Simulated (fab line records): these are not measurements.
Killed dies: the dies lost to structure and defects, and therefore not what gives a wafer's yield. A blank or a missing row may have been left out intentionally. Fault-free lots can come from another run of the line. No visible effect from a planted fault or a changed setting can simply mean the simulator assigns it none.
Split-lot trial	flow sky130	23 wafers read from 5 lots, route of 708 steps

== ON THE SPLIT ==
At SKY_VIA4_HDPCVD_00 (deposits SiO2, target thk 1750 nm, time 291.7 s), the setting time-s was moved away from the recipe's 291.7 s on 6 of the 23 wafers read, by -3.9% to +13.5%. For the rest of the wafers, this setting stayed at what the recipe calls for.

There is no step in the file separating the split from the reading.

== THE READING ==
VIA4_HDPCVD_THK (nm), taken at SKY_VIA4_THK_MEAS_01. On this fab line, fault-free wafers typically give 1745 nm with a standard deviation of 35 nm.

wafer	tool, chamber at the split	time-s as run, s	against the recipe	VIA4_HDPCVD_THK, nm	against lot-mates on the recipe
L074.1	hdpcvd-01, 0	331	+13.5%	2039	+252
L074.3	hdpcvd-01, 2	291.7	recipe	1774	-
L074.4	hdpcvd-01, 2	331	+13.5%	2023	+236
L074.5	hdpcvd-01, 0	291.7	recipe	1801	-
L074.6	hdpcvd-01, 1	331	+13.5%	2042	+254
L079.4	hdpcvd-02, 0	291.7	recipe	1726	-
L079.5	hdpcvd-02, 2	291.7	recipe	1742	-
L079.6	hdpcvd-02, 1	291.7	recipe	1709	-
L082.1	hdpcvd-02, 0	280.2	-3.9%	1674	-37
L082.2	hdpcvd-02, 1	291.7	recipe	1722	-
L082.4	hdpcvd-02, 0	280.2	-3.9%	1649	-62
L082.5	hdpcvd-02, 2	280.2	-3.9%	1667	-44
L082.6	hdpcvd-02, 1	291.7	recipe	1700	-
L083.1	hdpcvd-02, 0	291.7	recipe	1721	-
L083.2	hdpcvd-02, 2,1,2,1	291.7	recipe	1762	-
L083.3	hdpcvd-02, 2,1,2,1	291.7	recipe	1742	-
L083.4	hdpcvd-02, 2,1,2,1	291.7	recipe	1744	-
L083.5	hdpcvd-02, 2,1,2,1	291.7	recipe	1734	-
L084.1	hdpcvd-02, 0	291.7	recipe	1736	-
L084.2	hdpcvd-02, 1	291.7	recipe	1705	-
L084.3	hdpcvd-02, 2	291.7	recipe	1731	-
L084.5	hdpcvd-02, 0	291.7	recipe	1736	-
L084.6	hdpcvd-02, 1	291.7	recipe	1713	-
Rows listing several chambers each stand for several wafers; the file does not say which wafer went through which chamber.

FIT RESULTS
A straight line over all 23 wafers: VIA4_HDPCVD_THK changes by +21.8 nm for each +1% of time-s; r = +0.98; the points scatter about the line by 24 nm.
The same after taking each lot's own level away (the mean of its wafers on the recipe; 23 wafers): +17.7 nm for each +1%; r = +0.99; scatter 15 nm.
That fit puts the effect of the largest move of time-s on the reading at 2.4e+02 nm.
Measured against the standard deviation above, the lots' own levels, which go from 1711.0 to 1787.5 nm, span 2.2 times it.
In other words, the slope is changed by the lot-to-lot level; the two fits disagree.
Check: with one of the wafers moved furthest among these (+13.5%) left out of the fit, the line predicts +238 nm for it against its lot-mates. Against them it came out at +252 nm.

== THE OTHER SPLITS THESE WAFERS WENT THROUGH ==
These wafers also went through other splits before the reading. Each is held against what the fit with the lots' levels taken away leaves over:
other split on the same wafers	wafers away from the commonest value	r with VIA4_HDPCVD_THK (lot level and that fit taken away)
SKY_CAPM_COAT_07 spin-rpm	8	-0.34
SKY_METAL3_EXPOSE_10 dose-mj	7	+0.13
SKY_METAL4_SPUTTER_00 power-w	10	-0.19
SKY_CAP2M_SPUTTER_02 power-w	8	-0.06
SKY_CAP2M_HMDS_06 prime-time-s	8	-0.13
SKY_CAP2M_METAL_ETCH_13 pressure-mtorr	18	-0.32

== THE FILE'S OWN FIT ==
VIA4_HDPCVD_THK changes by +17.9 nm for each +1% of time-s, r = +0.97.
